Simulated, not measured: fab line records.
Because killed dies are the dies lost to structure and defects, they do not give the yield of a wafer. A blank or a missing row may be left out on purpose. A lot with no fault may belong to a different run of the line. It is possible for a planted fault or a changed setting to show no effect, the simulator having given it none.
Which tool was responsible? ; flow sky130 ; 12 lots, 36 wafers sampled, at 5 steps of a route of 708

WHAT THE GAUGES READ, wafer by wafer
SKY_VT_ADJUST_LVTN_TW_MEAS_10.
lot;measured;on;VT_ADJUST_LVTN_TW
L292;day 7 11:58;film metro-01;239.4 238.0 238.2
L293;day 7 13:51;film metro-01;238.1 238.3 240.3
L294;day 8 08:43;film metro-03;245.5 243.8 243.2
L295;day 8 09:34;film metro-03;243.8 244.9 244.3
L301;day 9 08:49;film metro-04;240.4 242.6 241.3
L302;day 9 17:30;film metro-01;239.9 240.1 239.5
L310;day 11 18:32;film metro-03;243.5 244.6 243.7
L311;day 12 03:08;film metro-03;242.8 243.7 243.5
L312;day 12 16:10;film metro-04;240.9 240.7 241.3
L313;day 13 03:02;film metro-01;240.2 240.8 240.7
L314;day 13 05:18;film metro-04;241.5 240.3 241.1
L315;day 13 06:47;film metro-04;240.9 239.6 240.1

SKY_SONOS_ONO_THK_MEAS_03.
lot;measured;on;SONOS_ONO_CVD_02_THK (nm)
L292;day 12 07:31;film metro-03;10.64 10.57 10.52
L293;day 12 07:31;film metro-02;10.42 10.23 10.42
L294;day 13 08:20;film metro-04;10.03 10.23 10.22
L295;day 13 08:19;film metro-02;10.49 10.48 10.46
L301;day 14 13:32;film metro-03;10.39 10.53 10.42
L302;day 15 00:01;film metro-03;10.59 10.72 10.48
L310;day 17 12:04;film metro-04;10.55 10.54 10.47
L311;day 17 20:52;film metro-03;10.56 10.62 10.57
L312;day 18 14:11;film metro-02;10.65 10.64 10.41
L313;day 19 00:13;film metro-04;10.62 10.74 10.69
L314;day 19 04:25;film metro-04;10.72 10.53 10.52
L315;day 19 06:56;film metro-03;10.52 10.41 10.39

SKY_POLY_GATE_THK_MEAS_01.
lot;measured;on;POLY_GATE_CVD_00_THK (nm)
L292;day 14 18:32;film metro-02;181.6 182.5 181.0
L293;day 14 18:32;film metro-01;181.6 181.6 183.7
L294;day 15 20:47;film metro-02;180.8 181.0 181.7
L295;day 15 20:47;film metro-01;182.4 182.3 183.6
L301;day 17 05:17;film metro-04;191.5 191.1 191.6
L302;day 17 16:52;film metro-02;191.6 192.3 193.3
L310;day 20 09:01;film metro-02;180.7 181.6 181.3
L311;day 20 17:54;film metro-04;180.6 180.5 180.3
L312;day 21 10:31;film metro-04;183.7 183.7 183.0
L313;day 21 20:25;film metro-01;181.3 180.5 179.1
L314;day 22 01:04;film metro-02;179.9 179.9 180.7
L315;day 22 03:37;film metro-04;180.6 178.4 179.1

SKY_POLY_GATE_THK_MEAS_21.
lot;measured;on;POLY_GATE_OXIDATION_THK (nm)
L292;day 17 06:45;film metro-04;4.08 4.01 3.99
L293;day 17 06:45;film metro-02;4.01 4.13 3.98
L294;day 18 11:59;film metro-01;4.15 4.08 3.97
L295;day 18 11:59;film metro-02;4.02 4.08 3.98
L301;day 19 21:56;film metro-01;3.87 3.96 3.98
L302;day 20 09:22;film metro-01;3.95 3.94 3.98
L310;day 23 01:22;film metro-01;3.91 4.01 3.88
L311;day 23 09:58;film metro-01;3.92 3.96 3.97
L312;day 24 00:53;film metro-02;3.92 3.97 4.03
L313;day 24 11:31;film metro-01;4.05 4.05 4.03
L314;day 24 17:01;film metro-04;3.94 3.92 3.89
L315;day 24 19:32;film metro-04;3.97 3.86 3.87

EACH LOT AND THE TOOL THAT RAN IT (in order: tool; ch and the chambers of the sampled wafers; start)
lot;SKY_POLY_GATE_CVD_00
L292;lpcvd-01 ch 1, day 14 17:20
L293;lpcvd-01 ch 1, day 14 17:20
L294;lpcvd-01 ch 0, day 15 19:35
L295;lpcvd-01 ch 0, day 15 19:35
L301;lpcvd-01 ch 1, day 17 04:04
L302;lpcvd-01 ch 1, day 17 15:40
L310;lpcvd-01 ch 0, day 20 07:49
L311;lpcvd-01 ch 1, day 20 16:41
L312;lpcvd-01 ch 1, day 21 09:19
L313;lpcvd-01 ch 0, day 21 19:13
L314;lpcvd-01 ch 0, day 21 23:52
L315;lpcvd-01 ch 1, day 22 02:24
- SKY_POLY_GATE_CVD_00: deposits poly-Si, target thk 180 nm, time 720 s.

AS READ BY THE TOOLS THEMSELVES (means over the sampled wafers that have a number; for cases with no such wafer, the mark the record gives instead)
SKY_POLY_GATE_CVD_00.
lot;tool;spike tc bottom C (C);spike tc upper C (C);susceptor temp C (C)
L292;lpcvd-01;641.4;621.1;620.14
L293;lpcvd-01;642.7;622.7;620.02
L294;lpcvd-01;641.5;620.1;620.01
L295;lpcvd-01;642.4;621.0;619.79
L301;lpcvd-01;645.5;623.8;622.62
L302;lpcvd-01;645.8;624.5;622.76
L310;lpcvd-01;642.0;621.4;620.05
L311;lpcvd-01;641.5;622.5;619.80
L312;lpcvd-01;642.6;621.9;619.97
L313;lpcvd-01;642.6;621.6;620.08
L314;lpcvd-01;643.2;621.5;619.83
L315;lpcvd-01;642.8;621.5;619.64

THE ANSWER, worked out from the rows above alone
Rule: what is usual is taken from the lots themselves. Put in order of their means at a reading, lots are off if they are a third of the lots or fewer, leave a main group of 4 or more, and stand apart from it by a gap of 3 or more times the standard deviation of the main group's means; of several such gaps the widest counts. Not used: any main group whose means are identical at the precision the tables above print for the reading. A lot without any number at a reading at which 4 lots or more have one is off too. Any other lot the step has rows for is counted as sound. Order of review: gauges by route order, followed by the tools' own readings, for which a lot's mean as printed above is used. The first step at which some lot is off is used, and at that step the reading that is off furthest; a lot without a number counts as furthest.
Off: L301, L302, seen at SKY_POLY_GATE_THK_MEAS_01 (POLY_GATE_CVD_00_THK). Main group: mean 181.3 nm, sd 1.2.
If a tool, at a process step before that reading, ran all the lots that are off and no sound lot after the first of them, it fits. The gauges at SKY_POLY_GATE_THK_MEAS_01 aren't tried: what is off there is off at SKY_POLY_GATE_CVD_00 too, on other tools, and a gauge's error can't cause that. No candidate that was tried fits.

WHAT THE SIMULATOR HAD PUT IN
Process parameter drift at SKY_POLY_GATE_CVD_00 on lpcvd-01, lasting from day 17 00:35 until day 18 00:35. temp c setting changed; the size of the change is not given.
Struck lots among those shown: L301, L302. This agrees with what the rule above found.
